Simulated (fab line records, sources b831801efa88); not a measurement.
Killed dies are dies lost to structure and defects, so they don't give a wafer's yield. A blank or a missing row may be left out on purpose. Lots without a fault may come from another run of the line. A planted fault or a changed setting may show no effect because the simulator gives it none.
fab line records | flow sky130
record lots=12 wafers=36 last_day=50
route steps=708 shown LI_CONTACT@378 LOCAL_INTERCONNECT@398 CONTACT@406 PAD_OPEN@708
lots that met no fault: from a run of the same line without faults
start_h: hours from the record's first day to the start of the lot's first wafer shown | wait_h: hours since the lot's step before | " the same as in the row above | L1.1+2: a row that stands for several wafers | - no value, or no start given | * or withheld: withheld | < > ~ a bound
route shown NAME@n: a module of which the file shows steps, and the number in the route of the first | usual: mean/standard deviation of fault-free wafers | same: alike in all rows | chamber/n: place in a boat | sites: the reading at each site | _std_site: their standard deviation | _edge_site: outer sites' mean less inner sites' | radius_mm: how far each site lies from the wafer's centre | mask NAME#n: copy n | behind: the tool/chamber that last shaped the wafer | hold: why the lot was held/for how many hours/how that ended | device: the transistor (n, p or np) that didn't switch | end of line: the same wafers' tests at the end of the route | a step without rows: its recipe alone | killed: dies lost to structure and defects at the first sort, not the wafer's yield | map: a wafer's dies, x killed, . not, _ none there
set.NAME: the setting as run; set.NAME@STEP: as run at that earlier step | model.NAME: the simulator's own value behind a step, which no gauge read
steps of the route over a sample of lots; a table a step, a row a wafer
services: from which hour (start_h, from the record's first day; less than 0 if before it) a tool's chamber was out of use, for how many hours, and why
## steps
# step SKY_LI_CONTACT_STRIP_16
# recipe chemistry=O2/N2 power_w=1400 pressure_mtorr=1500 platen_temp_c=withheld o2_flow_sccm=3000 n2_flow_sccm=300 overash_fraction=0.5
# usual drypump_motor_current_A=5.8/0.5 oes_product_au=0.376/0.0043 strip_time_to_endpoint_s=3.500/0.025
# columns lot.wafer tool chamber start_h wait_h drypump_motor_current_A oes_product_au rf_hours_counter_h strip_time_to_endpoint_s
L522.1 plasma_asher-02 0 690.47 - 5.2 0.372 100 3.500
L522.2 " 1 " " 5.9 0.368 100 3.512
L522.5 " 0 " " 5.2 0.372 - 3.493
L524.1 plasma_asher-03 0 714.15 - 6.7 0.378 28 3.489
L524.4 " 1 " " 5.8 0.379 - 3.483
L524.5 " 1 " " 5.8 0.372 - 3.480
L525.2 plasma_asher-03 0 717.60 - 6.7 0.375 28 3.484
L525.5 " 0 " " 6.7 0.380 - 3.525
L525.6 " 1 " " 5.8 0.371 - 3.499
L526.3 plasma_asher-02 1 725.31 - 5.9 0.370 - 3.448
L526.4 " 0 " " 5.2 0.382 - 3.479
L526.6 " 0 " " 5.2 0.370 - 3.457
L527.1 plasma_asher-03 0 734.42 - 6.7 0.373 30 3.476
L527.5 " 1 " " 5.8 0.375 - 3.506
L527.6 " 0 " " 6.8 0.379 - 3.537
L529.2 plasma_asher-02 1 759.72 - 5.9 0.378 2 3.544
L529.3 " 1 " " 5.9 0.382 - 3.498
L529.5 " 0 " " 5.2 0.376 - 3.467
L532.2 plasma_asher-03 1 775.76 - 5.8 0.374 34 3.493
L532.4 " 1 " " 5.8 0.377 - 3.477
L532.5 " 0 " " 6.8 0.376 - 3.513
L533.3 plasma_asher-02 1 794.09 - 5.9 0.373 - 3.514
L533.4 " 0 " " 5.2 0.385 - 3.524
L533.6 " 0 " " 5.2 0.383 - 3.575
L535.1 plasma_asher-03 0 797.41 - 6.8 0.380 36 3.527
L535.2 " 1 " " 5.8 0.375 36 3.493
L535.5 " 0 " " 6.8 0.369 - 3.505
L537.4 plasma_asher-02 1 813.29 - 5.9 0.381 - 3.468
L537.5 " 0 " " 5.2 0.371 - 3.465
L537.6 " 1 " " 5.9 0.375 - 3.475
L542.1 plasma_asher-03 1 852.45 - 5.8 0.382 42 3.464
L542.4 " 0 " " 6.7 0.375 - 3.484
L542.5 " 0 " " 6.7 0.380 - 3.491
L543.3 plasma_asher-02 0 858.21 - 5.2 0.373 - 3.525
L543.4 " 1 " " 5.9 0.368 - 3.510
L543.6 " 1 " " 5.9 0.377 - 3.509
# step SKY_LI_CONTACT_RS_MEAS_22
# recipe thk_meas_gauge=four-point-probe reads=W_of_LI_CONTACT_CVD_21+TiN_of_LI_CONTACT_SPUTTER_20+Ti_of_LI_CONTACT_SPUTTER_19
# usual LI_CONTACT_W_RS=0.278/0.003
# columns lot.wafer tool chamber start_h wait_h LI_CONTACT_W_RS[ohm/sq]
L522.1 film_metro-01 - 691.03 0.1 0.279
L522.2 " - " " 0.279
L522.5 " - " " 0.276
L524.1 film_metro-01 - 714.71 0.1 0.278
L524.4 " - " " 0.279
L524.5 " - " " 0.281
L525.2 film_metro-04 - 718.18 0.1 0.274
L525.5 " - " " 0.275
L525.6 " - " " 0.275
L526.3 film_metro-04 - 725.87 0.1 0.283
L526.4 " - " " 0.282
L526.6 " - " " 0.284
L527.1 film_metro-03 - 734.98 0.1 0.277
L527.5 " - " " 0.279
L527.6 " - " " 0.277
L529.2 film_metro-04 - 760.32 0.1 0.281
L529.3 " - " " 0.272
L529.5 " - " " 0.278
L532.2 film_metro-04 - 776.34 0.1 0.275
L532.4 " - " " 0.276
L532.5 " - " " 0.276
L533.3 film_metro-01 - 794.67 0.1 0.282
L533.4 " - " " 0.278
L533.6 " - " " 0.281
L535.1 film_metro-01 - 797.98 0.1 0.278
L535.2 " - " " 0.275
L535.5 " - " " 0.280
L537.4 film_metro-04 - 813.88 0.1 0.281
L537.5 " - " " 0.278
L537.6 " - " " 0.273
L542.1 film_metro-01 - 853.18 0.1 0.280
L542.4 " - " " 0.277
L542.5 " - " " 0.277
L543.3 film_metro-04 - 858.95 0.1 0.273
L543.4 " - " " 0.279
L543.6 " - " " 0.276
# step SKY_LOCAL_INTERCONNECT_CD_MEAS_11
# recipe target_cd_nm=170
# usual cd_nm=170.0/1.3
# columns lot.wafer tool chamber start_h wait_h cd_nm
L522.1 cd_sem-01 - 719.16 - 170.9
L522.2 " - " " 170.9
L522.5 " - " " 169.7
L524.1 cd_sem-01 - 743.36 - 170.2
L524.4 " - " " 170.2
L524.5 " - " " 169.2
L525.2 cd_sem-02 - 746.41 - 169.6
L525.5 " - " " 170.8
L525.6 " - " " 169.9
L526.3 cd_sem-02 - 754.00 - 171.0
L526.4 " - " " 170.2
L526.6 " - " " 172.2
L527.1 cd_sem-02 - 763.11 - 169.3
L527.5 " - " " 169.6
L527.6 " - " " 167.2
L529.2 cd_sem-02 - 787.76 - 169.1
L529.3 " - " " 169.1
L529.5 " - " " 167.9
L532.2 cd_sem-01 - 803.73 - 170.5
L532.4 " - " " 169.2
L532.5 " - " " 169.0
L533.3 cd_sem-01 - 822.63 - 168.8
L533.4 " - " " 168.2
L533.6 " - " " 168.3
L535.1 cd_sem-01 - 825.54 - 169.8
L535.2 " - " " 169.7
L535.5 " - " " 172.0
L537.4 cd_sem-01 - 841.42 - 171.9
L537.5 " - " " 171.2
L537.6 " - " " 172.8
L542.1 cd_sem-02 - 880.22 - 169.7
L542.4 " - " " 171.9
L542.5 " - " " 170.9
L543.3 cd_sem-01 - 885.96 - 169.9
L543.4 " - " " 171.3
L543.6 " - " " 169.2
# step SKY_CONTACT_CVD_00
# recipe material=Si3N4 target_thk_nm=75 temp_c=400 time_s=withheld rf_w=450
# usual heater_power_outer_w=425/61 heater_power_w=722/79
# columns lot.wafer tool chamber start_h wait_h heater_power_outer_w heater_power_w
L522.1 pecvd-01 1 720.09 0.0 364 677
L522.2 " 2 " " 462 792
L522.5 " 2 " " 474 766
L524.1 pecvd-01 1 744.27 0.0 354 653
L524.4 " 2 " " 423 705
L524.5 " 1 " " 358 659
L525.2 pecvd-04 0 747.26 0.0 427 716
L525.5 " 1 " " 399 677
L525.6 " 2 " " 492 776
L526.3 pecvd-01 0 754.86 0.0 359 637
L526.4 " 0 " " 356 645
L526.6 " 2 " " 486 812
L527.1 pecvd-03 0 763.98 0.0 484 823
L527.5 " 1 " " 605 931
L527.6 " 0 " " 474 837
L529.2 pecvd-03 2 788.75 0.0 454 769
L529.3 " 2 " " 461 803
L529.5 " 2 " " 460 806
L532.2 pecvd-01 1 804.58 0.0 273 555
L532.4 " 2 " " 448 745
L532.5 " 1 " " 276 558
L533.3 pecvd-04 2 823.52 0.0 448 726
L533.4 " 1 " " 476 767
L533.6 " 2 " " 458 756
L535.1 pecvd-01 0 826.40 0.0 375 639
L535.2 " 1 " " 298 584
L535.5 " 0 " " 379 643
L537.4 pecvd-01 2 842.27 0.0 472 772
L537.5 " 2 " " 492 791
L537.6 " 0 " " 388 664
L542.1 pecvd-04 0 881.09 0.0 - -
L542.4 " 0 " " - -
L542.5 " 2 " " - -
L543.3 pecvd-01 1 886.78 0.0 - -
L543.4 " 0 " " - -
L543.6 " 1 " " - -
# step SKY_CONTACT_ETCH_18
# recipe target=Si3N4 chemistry=CHF3/O2 stop_on=TiN source_w=600 bias_w=194.5 pressure_mtorr=40 chf3_flow_sccm=50 O2_flow_sccm=5 time_s=39 target_depth_a=750
# usual drypump_motor_current_A=5.6/0.53 oes_product_au=0.854/0.0069 throttle_valve_pct=8.793/0.0089
# columns lot.wafer tool chamber start_h wait_h drypump_motor_current_A oes_product_au rf_hours_counter_h throttle_valve_pct
L522.1 rie_diel-04 3 - - 5.6 0.853 4 8.799
L522.2 " 2 " " 5.6 0.860 0 8.801
L522.5 " 2 " " 5.6 0.856 - 8.810
L524.1 rie_diel-01 1 - - 5.1 0.846 7 8.800
L524.4 " 3 " " 6.6 0.855 13 8.785
L524.5 " 2 " " 5.2 0.851 - 8.772
L525.2 rie_diel-02 0 - - 5.1 0.850 4 8.793
L525.5 " 2 " " 5.4 0.857 - 8.784
L525.6 " 3 " " 4.8 0.852 - 8.801
L526.3 rie_diel-04 2 - - 5.6 0.842 1 8.784
L526.4 " 1 " " 6.2 0.839 5 8.786
L526.6 " 3 " " 5.6 0.861 - 8.797
L527.1 rie_diel-04 2 - - 5.6 0.848 1 8.812
L527.5 " 0 " " 5.9 0.857 - 8.780
L527.6 " 3 " " 5.7 0.841 - 8.797
L529.2 rie_diel-04 3 - - 5.7 0.839 6 8.782
L529.3 " 1 " " 6.2 0.848 6 8.779
L529.5 " 3 " " 5.7 0.852 - 8.784
L532.2 rie_diel-02 3 - - 4.8 0.854 5 8.801
L532.4 " 0 " " 5.1 0.849 5 8.792
L532.5 " 3 " " 4.9 0.849 - 8.801
L533.3 rie_diel-04 0 - - 5.9 0.860 8 8.771
L533.4 " 2 " " 5.6 0.862 3 8.796
L533.6 " 2 " " 5.6 0.860 - 8.791
L535.1 rie_diel-01 3 - - 6.6 0.854 16 8.797
L535.2 " 2 " " 5.2 0.858 9 8.790
L535.5 " 1 " " 5.1 0.841 - 8.786
L537.4 rie_diel-02 2 - - 5.4 0.860 8 8.807
L537.5 " 2 " " 5.4 0.863 - 8.808
L537.6 " 3 " " 4.9 0.871 - 8.784
L542.1 rie_diel-02 3 - - 4.8 0.372 8 8.669
L542.4 " 0 " " 5.1 0.369 8 8.684
L542.5 " 0 " " 5.1 0.371 - 8.660
L543.3 rie_diel-04 2 - - 5.6 0.374 5 8.680
L543.4 " 1 " " 6.2 0.362 9 8.662
L543.6 " 1 " " 6.2 0.378 - 8.669
# step SKY_PAD_OPEN_PROBE_99
# usual killed_at_M0_to_M3=43/6.5 killed_at_M4_up=3.2/1.9 killed_at_contacts=25/5.5 killed_at_front_end=14/4.2 killed_at_other=0.2/0.44 killed_dies=85/8.5 killed_open=47/7 killed_short=39/6.3
# same gross_dies=492 killed_at_back_side=0
# columns lot.wafer tool chamber start_h wait_h killed_at_M0_to_M3 killed_at_M4_up killed_at_contacts killed_at_front_end killed_at_other killed_dies killed_open killed_short
L542.1 prober-01 - 1201.69 0.1 42 1 22 14 1 80 37 43
L542.5 prober-01 - 1201.89 0.2 34 1 22 5 0 62 34 28
L543.3 prober-02 - 1205.85 0.2 48 2 25 19 0 94 37 57
L543.4 prober-02 - 1205.90 0.2 33 2 28 12 0 75 45 30
L543.6 prober-02 - 1206.00 0.2 34 4 19 18 0 75 47 28
# killed by level:class
L542.1 VIA1:geometric_particle:open=8 VIA3:geometric_particle:open=7 CONTACT:geometric_particle:open=7 VIA1:geometric_particle:short=7 POLY_GATE:geometric_particle:short=6 LI_CONTACT:geometric_particle:short=4 LI_CONTACT:geometric_particle:open=4 VIA2:geometric_particle:short=4
L542.5 CONTACT:geometric_particle:open=8 METAL1:geometric_particle:short=7 METAL2:geometric_particle:short=7 VIA1:geometric_particle:open=5 METAL2:geometric_particle:open=5 FIELD_ISO:geometric_particle:short=4 CONTACT:geometric_particle:short=4 LI_CONTACT:geometric_particle:open=4
L543.3 METAL1:geometric_particle:short=9 METAL2:geometric_particle:short=9 LI_CONTACT:geometric_particle:open=8 CONTACT:geometric_particle:open=7 VIA1:geometric_particle:short=6 METAL3:geometric_particle:short=6 FIELD_ISO:geometric_particle:open=5 FIELD_ISO:geometric_particle:short=5
L543.4 VIA1:geometric_particle:open=12 CONTACT:geometric_particle:short=9 CONTACT:geometric_particle:open=9 VIA2:geometric_particle:open=7 LI_CONTACT:geometric_particle:open=6 FIELD_ISO:geometric_particle:short=4 METAL1:geometric_particle:short=4 VIA3:geometric_particle:open=4
L543.6 FIELD_ISO:geometric_particle:open=9 VIA1:geometric_particle:open=7 LI_CONTACT:geometric_particle:open=6 CONTACT:geometric_particle:open=5 POLY_GATE:geometric_particle:open=4 METAL1:geometric_particle:open=4 METAL2:geometric_particle:short=4 VIA3:geometric_particle:open=4
## services
# columns tool chamber start_h hours kind
plasma_asher-02 - 678.21 2.9 repair
rie_diel-04 2 682.70 61.2 repair
rie_diel-02 2 687.55 23.4 repair
rie_diel-02 0 711.32 6.5 repair
rie_diel-04 3 719.08 12.9 repair
pecvd-04 - 723.67 2.8 pm
plasma_asher-02 - 733.75 9.0 pm
rie_diel-04 - 739.98 1.1 repair
plasma_asher-03 - 741.45 3.0 repair
rie_diel-04 2 752.87 26.1 repair
rie_diel-02 - 762.29 1.6 repair
rie_diel-02 - 775.32 0.4 repair
plasma_asher-02 - 775.72 0.8 repair
plasma_asher-02 - 823.45 1.0 repair
pecvd-01 1 837.00 16.8 repair
pecvd-04 0 855.87 6.1 repair
plasma_asher-02 - 858.89 6.4 repair
pecvd-04 1 859.41 9.4 repair
rie_diel-01 - 886.20 6.2 repair
rie_diel-02 1 892.96 12.4 repair
rie_diel-01 3 896.82 4.5 repair
pecvd-01 - 898.41 2.0 repair
pecvd-01 - 904.41 2.8 pm
pecvd-04 - 905.59 6.0 pm
## key
first_sign step=SKY_CONTACT_CVD_00 reading=tool_record direction=missing
effect step=SKY_CONTACT_ETCH_18 reading=oes_product_au direction=down sigmas=70 usual=0.854 struck=0.371
met_at SKY_CONTACT_CVD_00
struck_lots L542,L543
tester_left_out L542,L543
not_acting_at SKY_LI_CONTACT_STRIP_16,SKY_LI_CONTACT_RS_MEAS_22,SKY_LOCAL_INTERCONNECT_CD_MEAS_11
onset_between 842.27 881.09
fault kind=skipped_step_whole tool=pecvd-01,pecvd-04 chamber=- onset_h=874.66 steps=SKY_CONTACT_CVD_00 scope=struck_lots_only
# tester_left_out: of these lots the tester's yield and bins aren't shown, on N5 and GAA mostly nor the transistor test; their killed dies are dies lost to structure and defects alone, not to doping, threshold or leakage, so they don't give the yield
